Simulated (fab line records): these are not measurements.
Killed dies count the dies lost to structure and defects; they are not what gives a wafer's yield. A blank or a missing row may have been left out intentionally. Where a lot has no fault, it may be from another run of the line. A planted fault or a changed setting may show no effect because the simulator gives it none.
A lot that was struck, set against a sound lot :: flow sky130 :: 17 steps out of a route of 708
Sound: these wafers, L403.1, L403.4, L403.6. The struck wafers were L421.3, L421.4, L421.6. At the end, the cause is stated.
At each step with rows: each side's tool, then ch and its chambers, then its first start. Under that, the readings that differ: sound wafers :: struck wafers :: difference of the means :: sigmas: that difference in standard deviations of wafers without a fault.
alike: readings whose means differ by less than 2 such deviations, and words and numbers that are the same on both sides. not compared: withheld readings, readings that some wafer has no value for, bounds like >300 that may hide the same value, and numbers for which the record gives no deviation and whose values overlap.
The two part at a step that has a row with sigmas, a row that says differs or no value, or rows on one side only. Numbers that don't overlap but have no deviation are shown without sigmas and don't part them. A reading that every wafer of one side lacks parts them only if that side has two wafers or more.

first, 1 step without rows for these wafers: SKY_VT_ADJUST_NCORE_IMPLANT_09.
SKY_VT_ADJUST_NCORE_STRIP_10: strips in O2/N2.
  sound on plasmaAsher-01 ch 0, day 8 20:53; struck on plasmaAsher-01 ch 0,1, day 14 06:46
  alike: drypumpMotorCurrentA, oesProductAu, stripTimeToEndpointS
  not compared: rfHoursCounterH
SKY_VT_ADJUST_NCORE_TW_MEAS_11:
  sound on filmMetro-01, day 8 20:59; struck on filmMetro-01, day 14 06:51
reading: VT_ADJUST_NCORE_TW
sound: 218.2 219.0 219.3
struck: 214.5 215.8 215.9
difference: -3.4
sigmas: -3
then, 7 steps without rows for these wafers: SKY_VT_ADJUST_HVTR_DEHYDRATE_00 (time 60 s); SKY_VT_ADJUST_HVTR_HMDS_01 (prime time 60 s); SKY_VT_ADJUST_HVTR_COAT_02 (resist thk 1140 nm); SKY_VT_ADJUST_HVTR_SOFTBAKE_03 (time 60 s); SKY_VT_ADJUST_HVTR_EXPOSE_04 (exposes mask HVTRM, target cd 380 nm); SKY_VT_ADJUST_HVTR_PEB_05; SKY_VT_ADJUST_HVTR_DEVELOP_06 (develop time 60 s).
SKY_VT_ADJUST_HVTR_CD_MEAS_07: the cd target is 380 nm.
  sound on cdSem-01, day 9 18:37; struck on cdSem-02, day 15 09:49
  alike: cdNm
SKY_VT_ADJUST_HVTR_OVL_MEAS_08:
  sound on overlay-02, day 9 18:44; struck on overlay-02, day 15 09:54
  alike: VT_ADJUST_HVTR_OVL
SKY_VT_ADJUST_HVTR_IMPLANT_09:
  sound on implanter-01 ch 0, day 9 18:47; struck on implanter-01 ch 0, day 15 09:58
reading: doseIonsCm2
sound: 2.1019e+12 2.1005e+12 2.098e+12
struck: 5.094e+11 5.122e+11 5.131e+11
difference: -1.589e+12
sigmas: -99 or more

reading: faradayCurrentUA
sound: 11.57 12.07 11.45
struck: 2.91 2.85 2.88
difference: -8.82
sigmas: -38
  alike: endStationPressureTorr
SKY_VT_ADJUST_HVTR_STRIP_10: strips in O2/N2.
  sound on plasmaAsher-03 ch 0,1, day 9 18:56; struck on plasmaAsher-02 ch 0,1, day 15 10:07
  alike: drypumpMotorCurrentA, oesProductAu, stripTimeToEndpointS
  not compared: rfHoursCounterH
SKY_VT_ADJUST_HVTR_TW_MEAS_11:
  sound on filmMetro-03, day 9 19:02; struck on filmMetro-01, day 15 10:11
reading: VT_ADJUST_HVTR_TW
sound: 209.8 208.7 208.5
struck: 142.9 143.9 142.8
difference: -65.8
sigmas: -67
then, 1 step without rows for these wafers: SKY_VT_ADJUST_PCH_DEHYDRATE_00 (time 60 s).
-- here the record skips 35 days between the struck wafers' starts before and after, leaving off in module VT_ADJUST_PCH and picking up in module PAD_OPEN (first step shown: number 708 of the route) --
SKY_PAD_OPEN_PROBE_99:
  sound on prober-01, day 45 22:55; struck on prober-01, day 50 09:29
reading: model.etest.pfet_01v8_mvt.driveUaUm
sound: 158.6 157 160.3
struck: 123.8 125.2 124.5
difference: -34.1
sigmas: 

reading: model.etest.pfet_01v8_mvt.offLog10AUm
sound: -10.04 -10.09 -10.18
struck: -12.79 -12.69 -12.88
difference: -2.68
sigmas: 

reading: model.etest.pfet_01v8_mvt.vtSatV (V)
sound: -0.5245 -0.5302 -0.521
struck: -0.7777 -0.7706 -0.776
difference: -0.2495
sigmas: 

reading: model.etest.pfet_01v8_mvt.vtV (V)
sound: -0.6168 -0.6191 -0.6136
struck: -0.8324 -0.8272 -0.8307
difference: -0.2136
sigmas: 

reading: model.etest.pfet_01v8_mvt.vtLongV (V)
sound: -0.8287 -0.8258 -0.8205
struck: -1.024 -1.017 -1.02
difference: -0.195
sigmas: 
  alike: killed_at_M0_to_M3, killed_at_M4_up, killedAtContacts, killedAtFrontEnd, killedAtOther, killedDies, killedOpen, killedShort

## WHERE THEY PART
Last at SKY_VT_ADJUST_HVTR_TW_MEAS_11 as far as this record goes, first at SKY_VT_ADJUST_NCORE_TW_MEAS_11. Later steps at which nothing parts them and some readings are alike: SKY_PAD_OPEN_PROBE_99.

WHY: what the simulator had put in
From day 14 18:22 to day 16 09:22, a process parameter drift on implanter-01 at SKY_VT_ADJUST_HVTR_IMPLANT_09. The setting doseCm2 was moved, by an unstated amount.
